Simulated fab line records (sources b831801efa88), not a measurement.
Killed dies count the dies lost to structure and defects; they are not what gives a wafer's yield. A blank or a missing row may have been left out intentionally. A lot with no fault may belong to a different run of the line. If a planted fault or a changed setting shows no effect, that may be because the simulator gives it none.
fab line records + flow gf180mcu
[record]
- lots = 10
- wafers = 30
- lastDay = 34
route steps=602 shown V1@356 M2@379 V2@405
lots untouched by any fault: they come from a run of this same line in which no faults occurred
startH: hours from the record's first day to the start of the lot's first wafer shown + waitH: time in hours since the lot's previous step + " as in the row above + L1.1+2: a single row standing in for several wafers + - no value, or no start given + * or withheld: withheld + < > ~ a bound
route shown NAME@n: a module of which the file shows steps, and the number in the route of the first + usual: mean/standard deviation of fault-free wafers + same: alike in all rows + chamber/n: place in a boat + sites: the reading at each site + _std_site: how widely they spread, as a standard deviation + _edge_site: outer sites' mean less inner sites' + radiusMm: how far each site lies from the wafer's centre + mask NAME#n: copy n + behind: the most recent tool/chamber to have shaped the wafer + hold: why the lot went on hold/how many hours it stayed there/how the hold came to an end + device: whichever transistor did not switch (one of n, p or np) + end of line: the route-end tests of the same wafers + for a step that has no rows: nothing shown but its recipe + killed: the dies lost at the first sort to structure and to defects; this is not the yield of the wafer + map: per-die view of a wafer (x killed, . not killed, _ where there is no die)
set.NAME: the setting the step ran with; set.NAME@STEP: the setting that earlier step ran with + model.NAME: the simulator's own value behind a step, which no gauge read
the route's steps for a sample of lots (tables are steps, rows are wafers)
services: a tool's chamber out of use, with start hour (startH, from the record's first day; less than 0 if before it), hours out, and reason
[[steps]]
[step GF_V1_SPUTTER_21]
[recipe]
- material = Ti
- targetThkNm = 15
- chamberPressurePa = 5
- powerW = 2500
- substrateTempC = 200
- timeS = 80.02
[usual]
- throttleValvePct = 30.5/1.3
| lot.wafer | tool          | chamber | startH | waitH | throttleValvePct |
|-----------|---------------|---------|--------|-------|------------------|
| L412.1    | pvdSputter-03 | -       | 414.81 | 0.0   | 29.7             |
| L412.2    | "             | -       | "      | "     | 27.8             |
| L412.6    | "             | -       | "      | "     | 29.5             |
| L414.3    | pvdSputter-04 | -       | 430.70 | 0.0   | 29.4             |
| L414.5    | "             | -       | "      | "     | 30.4             |
| L414.6    | "             | -       | "      | "     | 31.2             |
| L417.2    | pvdSputter-04 | -       | 454.80 | 0.0   | 30.3             |
| L417.4    | "             | -       | "      | "     | 29.6             |
| L417.6    | "             | -       | "      | "     | 32.8             |
| L418.1    | pvdSputter-01 | -       | 466.32 | 0.0   | 31.9             |
| L418.2    | "             | -       | "      | "     | 29.8             |
| L418.3    | "             | -       | "      | "     | 31.4             |
| L427.2    | pvdSputter-04 | -       | 545.62 | 0.0   | 33.1             |
| L427.4    | "             | -       | "      | "     | 31.5             |
| L427.6    | "             | -       | "      | "     | 32.6             |
| L428.2    | pvdSputter-01 | -       | 557.52 | 0.0   | 28.7             |
| L428.3    | "             | -       | "      | "     | 31.7             |
| L428.6    | "             | -       | "      | "     | 31.4             |
| L429.1    | pvdSputter-04 | -       | 579.75 | 0.0   | 31.4             |
| L429.2    | "             | -       | "      | "     | 29.4             |
| L429.3    | "             | -       | "      | "     | 30.3             |
| L431.2    | pvdSputter-04 | -       | 587.27 | 0.0   | 33.0             |
| L431.3    | "             | -       | "      | "     | 29.7             |
| L431.6    | "             | -       | "      | "     | 32.7             |
| L435.2    | pvdSputter-03 | -       | 606.88 | 0.0   | 29.6             |
| L435.4    | "             | -       | "      | "     | 27.8             |
| L435.6    | "             | -       | "      | "     | 27.8             |
| L434.2    | pvdSputter-04 | -       | 608.47 | 0.0   | 32.7             |
| L434.4    | "             | -       | "      | "     | 31.6             |
| L434.5    | "             | -       | "      | "     | 32.8             |
[step GF_V1_RS_MEAS_24]
[recipe]
- thkMeasGauge = four-point-probe
- reads = W_of_V1_CVD_23+TiN_of_V1_SPUTTER_22+Ti_of_V1_SPUTTER_21
[usual]
- V1_W_RS = 0.326/0.0046
| lot.wafer | tool         | chamber | startH | waitH | V1_W_RS[ohm/sq] |
|-----------|--------------|---------|--------|-------|-----------------|
| L412.1    | filmMetro-03 | -       | 415.02 | 0.1   | 0.320           |
| L412.2    | "            | -       | "      | "     | 0.330           |
| L412.6    | "            | -       | "      | "     | 0.331           |
| L414.3    | filmMetro-04 | -       | 431.07 | 0.2   | 0.324           |
| L414.5    | "            | -       | "      | "     | 0.326           |
| L414.6    | "            | -       | "      | "     | 0.323           |
| L417.2    | filmMetro-04 | -       | 455.14 | 0.2   | 0.322           |
| L417.4    | "            | -       | "      | "     | 0.317           |
| L417.6    | "            | -       | "      | "     | 0.318           |
| L418.1    | filmMetro-04 | -       | 466.53 | 0.1   | 0.326           |
| L418.2    | "            | -       | "      | "     | 0.320           |
| L418.3    | "            | -       | "      | "     | 0.323           |
| L427.2    | filmMetro-04 | -       | 545.85 | 0.1   | 0.318           |
| L427.4    | "            | -       | "      | "     | 0.327           |
| L427.6    | "            | -       | "      | "     | 0.316           |
| L428.2    | filmMetro-03 | -       | 557.75 | 0.1   | 0.326           |
| L428.3    | "            | -       | "      | "     | 0.316           |
| L428.6    | "            | -       | "      | "     | 0.316           |
| L429.1    | filmMetro-03 | -       | 579.96 | 0.1   | 0.324           |
| L429.2    | "            | -       | "      | "     | 0.316           |
| L429.3    | "            | -       | "      | "     | 0.318           |
| L431.2    | filmMetro-04 | -       | 587.61 | 0.2   | 0.328           |
| L431.3    | "            | -       | "      | "     | 0.326           |
| L431.6    | "            | -       | "      | "     | 0.325           |
| L435.2    | filmMetro-04 | -       | 607.11 | 0.1   | 0.324           |
| L435.4    | "            | -       | "      | "     | 0.322           |
| L435.6    | "            | -       | "      | "     | 0.323           |
| L434.2    | filmMetro-01 | -       | 608.70 | 0.1   | 0.323           |
| L434.4    | "            | -       | "      | "     | 0.323           |
| L434.5    | "            | -       | "      | "     | 0.329           |
[step GF_M2_STRIP_17]
[recipe]
- chemistry = O2/N2
- powerW = 1400
- pressureMtorr = 1500
- platenTempC = 250
- o2FlowSccm = 3000
- n2FlowSccm = 300
- overashFraction = 0.5
[usual]
- drypumpMotorCurrentA = 6.0/0.47
- heaterPowerW = 354/61
- oesProductAu = 0.539/0.0047
- stripTimeToEndpointS = 7.40/0.041
| lot.wafer | tool           | chamber | startH | waitH | drypumpMotorCurrentA | heaterPowerW | oesProductAu | rfHoursCounterH | stripTimeToEndpointS |
|-----------|----------------|---------|--------|-------|----------------------|--------------|--------------|-----------------|----------------------|
| L412.1    | plasmaAsher-01 | 1       | 439.82 | 0.1   | 5.4                  | 455          | 0.543        | 77              | 7.37                 |
| L412.2    | "              | 0       | "      | "     | 5.7                  | 311          | 0.539        | 77              | 7.39                 |
| L412.6    | "              | 0       | "      | "     | 5.7                  | 305          | 0.545        | -               | 7.38                 |
| L414.3    | plasmaAsher-04 | 0       | 456.24 | 0.1   | 6.7                  | 339          | 0.539        | -               | 7.40                 |
| L414.5    | "              | 0       | "      | "     | 6.7                  | 338          | 0.535        | -               | 7.40                 |
| L414.6    | "              | 1       | "      | "     | 6.2                  | 286          | 0.527        | -               | 7.39                 |
| L417.2    | plasmaAsher-01 | 0       | 480.14 | 0.1   | 5.7                  | 304          | 0.533        | 81              | 7.36                 |
| L417.4    | "              | 0       | "      | "     | 5.7                  | 306          | 0.544        | -               | 7.40                 |
| L417.6    | "              | 1       | "      | "     | 5.4                  | 450          | 0.531        | -               | 7.33                 |
| L418.1    | plasmaAsher-01 | 1       | 490.92 | 0.1   | 5.4                  | 459          | 0.540        | 82              | 7.40                 |
| L418.2    | "              | 0       | "      | "     | 5.7                  | 304          | 0.536        | 82              | 7.43                 |
| L418.3    | "              | 1       | "      | "     | 5.4                  | 459          | 0.538        | -               | 7.38                 |
| L427.2    | plasmaAsher-02 | 1       | 568.11 | 0.1   | 6.4                  | 356          | 0.538        | 11              | 7.41                 |
| L427.4    | "              | 0       | "      | "     | 6.4                  | 330          | 0.534        | -               | 7.41                 |
| L427.6    | "              | 0       | "      | "     | 6.4                  | 328          | 0.536        | -               | 7.39                 |
| L428.2    | plasmaAsher-04 | 0       | 580.78 | 0.1   | 6.7                  | 337          | 0.536        | 74              | 7.31                 |
| L428.3    | "              | 1       | "      | "     | 6.2                  | 289          | 0.533        | -               | 7.33                 |
| L428.6    | "              | 0       | "      | "     | 6.7                  | 333          | 0.527        | -               | 7.38                 |
| L429.1    | plasmaAsher-04 | 0       | 601.66 | 0.1   | 6.7                  | 332          | 0.544        | 76              | 7.42                 |
| L429.2    | "              | 1       | "      | "     | 6.2                  | 280          | 0.540        | 76              | 7.47                 |
| L429.3    | "              | 1       | "      | "     | 6.2                  | 282          | 0.534        | -               | 7.44                 |
| L431.2    | plasmaAsher-01 | 1       | 609.94 | 0.2   | 5.4                  | 456          | 0.540        | 96              | 7.50                 |
| L431.3    | "              | 0       | "      | "     | 5.7                  | 315          | 0.540        | -               | 7.48                 |
| L431.6    | "              | 1       | "      | "     | 5.4                  | 456          | 0.534        | -               | 7.41                 |
| L435.2    | plasmaAsher-04 | 0       | 628.36 | 0.1   | 6.7                  | 342          | 0.541        | 78              | 7.45                 |
| L435.4    | "              | 0       | "      | "     | 6.7                  | 337          | 0.542        | -               | 7.42                 |
| L435.6    | "              | 1       | "      | "     | 6.2                  | 289          | 0.540        | -               | 7.39                 |
| L434.2    | plasmaAsher-02 | 0       | 630.26 | 0.1   | 6.4                  | 328          | 0.533        | 18              | 7.36                 |
| L434.4    | "              | 1       | "      | "     | 6.3                  | 359          | 0.536        | -               | 7.36                 |
| L434.5    | "              | 0       | "      | "     | 6.4                  | 328          | 0.528        | -               | 7.36                 |
[step GF_V2_CVD_23]
[recipe]
- material = W
- targetThkNm = 350
- timeS = 104.94
- tempC = 400
- pressureTorr = 40
[usual]
- heaterPowerW = 829/46
| lot.wafer | tool    | chamber | startH | waitH | heaterPowerW |
|-----------|---------|---------|--------|-------|--------------|
| L412.1    | cvdW-01 | 0       | 466.07 | 0.0   | 919          |
| L412.2    | "       | 1       | "      | "     | 794          |
| L412.6    | "       | 1       | "      | "     | 784          |
| L414.3    | cvdW-01 | 1       | 482.64 | 0.1   | 805          |
| L414.5    | "       | 0       | "      | "     | 894          |
| L414.6    | "       | 1       | "      | "     | 808          |
| L417.2    | cvdW-01 | 1       | 505.78 | 0.0   | 803          |
| L417.4    | "       | 0       | "      | "     | 875          |
| L417.6    | "       | 1       | "      | "     | 809          |
| L418.1    | cvdW-01 | 0       | 516.12 | 0.0   | 898          |
| L418.2    | "       | 1       | "      | "     | 773          |
| L418.3    | "       | 0       | "      | "     | 892          |
| L427.2    | cvdW-02 | 0       | 591.02 | 0.0   | 833          |
| L427.4    | "       | 1       | "      | "     | 765          |
| L427.6    | "       | 0       | "      | "     | 858          |
| L428.2    | cvdW-02 | 1       | 604.22 | 0.0   | 773          |
| L428.3    | "       | 1       | "      | "     | 780          |
| L428.6    | "       | 0       | "      | "     | 825          |
| L429.1    | cvdW-01 | 1       | 624.50 | 0.0   | 791          |
| L429.2    | "       | 0       | "      | "     | 905          |
| L429.3    | "       | 0       | "      | "     | 902          |
| L431.2    | cvdW-01 | 1       | 632.55 | 0.0   | 808          |
| L431.3    | "       | 0       | "      | "     | 884          |
| L431.6    | "       | 0       | "      | "     | 908          |
| L435.2    | cvdW-02 | 0       | 650.72 | 0.0   | 827          |
| L435.4    | "       | 0       | "      | "     | 828          |
| L435.6    | "       | 1       | "      | "     | 789          |
| L434.2    | cvdW-02 | 0       | 652.37 | 0.0   | 856          |
| L434.4    | "       | 1       | "      | "     | 786          |
| L434.5    | "       | 0       | "      | "     | 856          |
[step GF_V2_RS_MEAS_24]
[recipe]
- thkMeasGauge = four-point-probe
- reads = W_of_V2_CVD_23+TiN_of_V2_SPUTTER_22+Ti_of_V2_SPUTTER_21
[usual]
- V2_W_RS = 0.323/0.007
| lot.wafer | tool         | chamber | startH | waitH | hold                    | V2_W_RS[ohm/sq] |
|-----------|--------------|---------|--------|-------|-------------------------|-----------------|
| L412.1    | filmMetro-01 | -       | 466.18 | 0.1   | -                       | 0.339           |
| L412.2    | "            | -       | "      | "     | -                       | 0.319           |
| L412.6    | "            | -       | "      | "     | -                       | 0.321           |
| L414.3    | filmMetro-01 | -       | 482.75 | 0.1   | -                       | 0.319           |
| L414.5    | "            | -       | "      | "     | -                       | 0.332           |
| L414.6    | "            | -       | "      | "     | -                       | 0.314           |
| L417.2    | filmMetro-02 | -       | 505.91 | 0.1   | awaitDispo/0.2h/release | 0.217           |
| L417.4    | "            | -       | "      | "     | awaitDispo/0.2h/release | 0.330           |
| L417.6    | "            | -       | "      | "     | awaitDispo/0.2h/release | 0.215           |
| L417.2    | filmMetro-02 | -       | 506.30 | 0.4   | -                       | 0.217           |
| L417.4    | "            | -       | "      | "     | -                       | 0.330           |
| L417.6    | "            | -       | "      | "     | -                       | 0.216           |
| L418.1    | filmMetro-03 | -       | 516.23 | 0.1   | awaitDispo/0.2h/release | 0.331           |
| L418.2    | "            | -       | "      | "     | awaitDispo/0.2h/release | 0.216           |
| L418.3    | "            | -       | "      | "     | awaitDispo/0.2h/release | 0.331           |
| L418.1    | filmMetro-03 | -       | 516.52 | 0.3   | -                       | 0.331           |
| L418.2    | "            | -       | "      | "     | -                       | 0.216           |
| L418.3    | "            | -       | "      | "     | -                       | 0.331           |
| L427.2    | filmMetro-01 | -       | 591.15 | 0.1   | -                       | 0.329           |
| L427.4    | "            | -       | "      | "     | -                       | 0.318           |
| L427.6    | "            | -       | "      | "     | -                       | 0.326           |
| L428.2    | filmMetro-03 | -       | 604.35 | 0.1   | -                       | 0.315           |
| L428.3    | "            | -       | "      | "     | -                       | 0.319           |
| L428.6    | "            | -       | "      | "     | -                       | 0.318           |
| L429.1    | filmMetro-03 | -       | 624.62 | 0.1   | -                       | 0.311           |
| L429.2    | "            | -       | "      | "     | -                       | 0.325           |
| L429.3    | "            | -       | "      | "     | -                       | 0.328           |
| L431.2    | filmMetro-01 | -       | 632.68 | 0.1   | -                       | 0.312           |
| L431.3    | "            | -       | "      | "     | -                       | 0.323           |
| L431.6    | "            | -       | "      | "     | -                       | 0.324           |
| L435.2    | filmMetro-02 | -       | 650.85 | 0.1   | -                       | 0.327           |
| L435.4    | "            | -       | "      | "     | -                       | 0.326           |
| L435.6    | "            | -       | "      | "     | -                       | 0.321           |
| L434.2    | filmMetro-02 | -       | 652.50 | 0.1   | -                       | 0.322           |
| L434.4    | "            | -       | "      | "     | -                       | 0.329           |
| L434.5    | "            | -       | "      | "     | -                       | 0.326           |
[step GF_V2_THK_MEAS_25]
[recipe]
- thkMeasGauge = xrf
- reads = W_of_V2_CVD_23
[usual]
- V2_W_THK = 370/8.6
| lot.wafer | tool         | chamber | startH | waitH | hold                    | V2_W_THK[nm] |
|-----------|--------------|---------|--------|-------|-------------------------|--------------|
| L412.1    | filmMetro-01 | -       | 466.30 | 0.1   | -                       | 355          |
| L412.2    | "            | -       | "      | "     | -                       | 381          |
| L412.6    | "            | -       | "      | "     | -                       | 378          |
| L414.3    | filmMetro-01 | -       | 482.85 | 0.1   | -                       | 378          |
| L414.5    | "            | -       | "      | "     | -                       | 362          |
| L414.6    | "            | -       | "      | "     | -                       | 385          |
| L418.1    | filmMetro-03 | -       | 519.82 | 3.3   | awaitDispo/0.2h/release | 356          |
| L418.2    | "            | -       | "      | "     | awaitDispo/0.2h/release | 557          |
| L418.3    | "            | -       | "      | "     | awaitDispo/0.2h/release | 356          |
| L418.1    | filmMetro-03 | -       | 520.05 | 0.2   | -                       | 358          |
| L418.2    | "            | -       | "      | "     | -                       | 559          |
| L418.3    | "            | -       | "      | "     | -                       | 358          |
| L417.2    | filmMetro-02 | -       | 521.34 | 15.0  | awaitDispo/0.2h/release | 562          |
| L417.4    | "            | -       | "      | "     | awaitDispo/0.2h/release | 364          |
| L417.6    | "            | -       | "      | "     | awaitDispo/0.2h/release | -            |
| L417.2    | filmMetro-02 | -       | 521.57 | 0.2   | -                       | -            |
| L417.4    | "            | -       | "      | "     | -                       | 364          |
| L417.6    | "            | -       | "      | "     | -                       | -            |
| L427.2    | filmMetro-01 | -       | 591.26 | 0.1   | -                       | 363          |
| L427.4    | "            | -       | "      | "     | -                       | 376          |
| L427.6    | "            | -       | "      | "     | -                       | 366          |
| L428.2    | filmMetro-03 | -       | 604.46 | 0.1   | -                       | 379          |
| L428.3    | "            | -       | "      | "     | -                       | 376          |
| L428.6    | "            | -       | "      | "     | -                       | 377          |
| L429.1    | filmMetro-03 | -       | 624.74 | 0.1   | -                       | 377          |
| L429.2    | "            | -       | "      | "     | -                       | 361          |
| L429.3    | "            | -       | "      | "     | -                       | 358          |
| L431.2    | filmMetro-01 | -       | 632.79 | 0.1   | -                       | 388          |
| L431.3    | "            | -       | "      | "     | -                       | 371          |
| L431.6    | "            | -       | "      | "     | -                       | 370          |
| L435.2    | filmMetro-02 | -       | 650.96 | 0.1   | -                       | 370          |
| L435.4    | "            | -       | "      | "     | -                       | 374          |
| L435.6    | "            | -       | "      | "     | -                       | 376          |
| L434.2    | filmMetro-02 | -       | 652.61 | 0.1   | -                       | 374          |
| L434.4    | "            | -       | "      | "     | -                       | 368          |
| L434.5    | "            | -       | "      | "     | -                       | 371          |
[step GF_V2_CMP_26]
[recipe]
- stopOn = SiO2
- downForcePsi = 3.5
- platenRpm = 60
- tOverpolishS = 15
- targetThkNm = 0
- padVelocityMS = 0.94248
[usual]
- edgeZonePressureFrac = 1.000/0.0051
- motorCurrentA = 10.2/1.3
- timeToEndpointS = 85/4.8
| lot.wafer | tool   | chamber | startH | waitH | hold                     | edgeZonePressureFrac | motorCurrentA | timeToEndpointS |
|-----------|--------|---------|--------|-------|--------------------------|----------------------|---------------|-----------------|
| L412.2    | cmp-01 | 1       | 466.41 | 0.1   | -                        | 1.003                | 9.0           | 84              |
| L412.1    | "      | 3       | "      | "     | -                        | 0.992                | 9.3           | 75              |
| L412.6    | "      | 1       | "      | "     | -                        | 1.006                | 9.1           | 88              |
| L414.3    | cmp-01 | 0       | 483.04 | 0.2   | -                        | 1.001                | 11.6          | 82              |
| L414.5    | "      | 1       | "      | "     | -                        | 1.001                | 9.3           | 83              |
| L414.6    | "      | 2       | "      | "     | -                        | 0.987                | 9.6           | 85              |
| L418.1    | cmp-02 | 2       | 521.02 | 1.0   | awaitDispo/0.9h/release  | 1.003                | 8.4           | 88              |
| L418.2    | "      | 0       | "      | "     | awaitDispo/0.9h/release  | 1.004                | 12.2          | 125             |
| L418.3    | "      | 1       | "      | "     | awaitDispo/0.9h/release  | 1.000                | 11.8          | 78              |
| L417.4    | cmp-02 | 1       | 532.58 | 11.0  | awaitDispo/10.8h/release | 1.004                | 11.9          | 84              |
| L417.2    | "      | 2       | "      | "     | awaitDispo/10.8h/release | 1.006                | 9.1           | 133             |
| L417.6    | "      | 1       | "      | "     | awaitDispo/10.8h/release | 1.001                | 12.5          | 122             |
| L427.2    | cmp-01 | 3       | 591.31 | 0.0   | -                        | 0.997                | 10.1          | 80              |
| L427.4    | "      | 2       | "      | "     | -                        | 0.999                | 9.1           | 83              |
| L427.6    | "      | 0       | "      | "     | -                        | 0.996                | 11.5          | 83              |
| L428.2    | cmp-02 | 1       | 604.75 | 0.3   | -                        | 1.007                | 12.3          | 81              |
| L428.3    | "      | 2       | "      | "     | -                        | 1.005                | 9.0           | 87              |
| L428.6    | "      | 1       | "      | "     | -                        | 0.995                | 12.8          | 82              |
| L429.2    | cmp-01 | 3       | 624.80 | 0.0   | -                        | 0.997                | 9.5           | 79              |
| L429.3    | "      | 0       | "      | "     | -                        | 0.999                | 11.5          | 76              |
| L429.1    | "      | 1       | "      | "     | -                        | 0.997                | 9.2           | 86              |
| L431.3    | cmp-01 | 0       | 632.84 | 0.0   | -                        | 1.000                | 11.2          | 84              |
| L431.2    | "      | 3       | "      | "     | -                        | 0.998                | 10.1          | 83              |
| L431.6    | "      | 1       | "      | "     | -                        | 1.003                | 9.2           | 86              |
| L435.2    | cmp-01 | 3       | 651.01 | 0.0   | -                        | 1.002                | 10.2          | 81              |
| L435.4    | "      | 1       | "      | "     | -                        | 1.000                | 8.7           | 88              |
| L435.6    | "      | 0       | "      | "     | -                        | 1.004                | 11.9          | 84              |
| L434.2    | cmp-01 | 2       | 652.66 | 0.0   | -                        | 0.999                | 9.2           | 84              |
| L434.4    | "      | 0       | "      | "     | -                        | 0.993                | 11.1          | 82              |
| L434.5    | "      | 3       | "      | "     | -                        | 0.999                | 9.9           | 80              |
[[services]]
| tool           | chamber | startH | hours | kind   |
|----------------|---------|--------|-------|--------|
| cmp-01         | -       | 392.81 | 1.6   | repair |
| cmp-01         | -       | 394.04 | 0.6   | repair |
| cvdW-02        | -       | 395.19 | 0.7   | repair |
| plasmaAsher-01 | -       | 398.47 | 5.5   | repair |
| cmp-01         | -       | 404.00 | 4.0   | pm     |
| cmp-01         | -       | 414.05 | 0.5   | repair |
| cmp-02         | -       | 417.43 | 0.7   | repair |
| plasmaAsher-04 | -       | 419.06 | 2.0   | repair |
| cvdW-01        | 0       | 426.72 | 28.6  | repair |
| cmp-01         | -       | 440.54 | 4.4   | repair |
| cmp-01         | -       | 444.98 | 4.9   | pm     |
| cmp-02         | -       | 455.27 | 5.7   | pm     |
| cmp-02         | -       | 460.98 | 5.7   | pm     |
| plasmaAsher-01 | -       | 476.14 | 2.5   | repair |
| cmp-01         | -       | 494.53 | 3.4   | repair |
| cvdW-01        | -       | 494.73 | 0.6   | repair |
| plasmaAsher-04 | -       | 506.56 | 14.6  | pm     |
| plasmaAsher-04 | -       | 540.85 | 28.3  | repair |
| cmp-02         | -       | 572.00 | 4.0   | pm     |
| cvdW-02        | 1       | 580.81 | 9.5   | repair |
| plasmaAsher-01 | -       | 590.36 | 8.8   | pm     |
| cvdW-01        | 0       | 597.39 | 8.4   | repair |
| cvdW-02        | -       | 610.71 | 6.0   | pm     |
| cvdW-01        | -       | 637.96 | 14.6  | pm     |
[[key]]
[firstSign]
- step = GF_V2_RS_MEAS_24
- reading = visit
- direction = added
[effect]
- step = GF_V2_RS_MEAS_24
- reading = V2_W_RS
- direction = down
- sigmas = 15
- usual = 0.323
- struck = 0.216
[effect]
- step = GF_V2_THK_MEAS_25
- reading = visit
- direction = added
[effect]
- step = GF_V2_THK_MEAS_25
- reading = V2_W_THK
- direction = up
- sigmas = 22
- usual = 370
- struck = 560
[effect]
- step = GF_V2_CMP_26
- reading = timeToEndpointS
- direction = up
- sigmas = 8.7
- usual = *
- struck = *
metAt GF_V2_CVD_23
struckLots L417,L418
struckWafers L417.2,L417.6,L418.2
notActingAt GF_V1_SPUTTER_21,GF_V1_RS_MEAS_24,GF_M2_STRIP_17
onsetBetween 482.64 505.78
[fault]
- kind = processParameterDrift
- tool = cvdW-01
- chamber = 1
- onsetH = 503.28
- steps = GF_V2_CVD_23
- channel = targetThkNm
- offset = 157.09
- shape = step
- endH = 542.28
- actsIn = theseRecipesOnly
- stated = 350
